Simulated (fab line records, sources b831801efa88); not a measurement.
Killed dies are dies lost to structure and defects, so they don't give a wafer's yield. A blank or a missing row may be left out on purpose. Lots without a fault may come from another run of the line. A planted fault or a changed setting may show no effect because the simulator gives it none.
Chamber matching | flow gf180mcu | GF_V4_CMP_04 on cmp-01: 4 sister chambers
The step polishes SiO2. 4 wafers are shown with their chamber, then 7 later ones without.

WAFERS WITH THEIR CHAMBER
wafer  | chamber | motor_current_A (A)
L779.6 | 2       | 11.0
L782.6 | 0       | 11.0
L783.1 | 3       | 14.6
L783.3 | 1       | 11.1

WAFERS WITHOUT THEIR CHAMBER
wafer  | motor_current_A (A)
L783.5 | 10.5
L784.1 | 13.8
L784.5 | 14.8
L784.6 | 11.2
L796.2 | 11.0
L796.5 | 11.2
L796.6 | 11.5

WHICH CHAMBER EACH WENT THROUGH
wafer  | from the rows above          | in truth
L783.5 | can't be placed: 0 or 2 or 1 | 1
L784.1 | 3                            | 3
L784.5 | 3                            | 3
L784.6 | can't be placed: 1 or 0 or 2 | 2
L796.2 | can't be placed: 0 or 2 or 1 | 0
L796.5 | can't be placed: 1 or 0 or 2 | 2
L796.6 | can't be placed: 1 or 0 or 2 | 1
Placed correctly: 2 of 7. Can't be placed from these rows: 5 (the true chamber is among the candidates in 5). Placed wrongly: 0.
How it was worked out, from the rows above alone: a wafer's distance from a chamber is the root of the sum, over the readings, of the square of ((its reading less the chamber's mean) divided by the reading's scatter). The wafer belongs to the nearest chamber; if the next one is less than 2 further off, it can't be placed. A chamber's mean is the mean of its shown wafers. The scatter: with one shown wafer a chamber, the root of the mean of the squares of how far each hidden wafer lies from its nearest shown one.
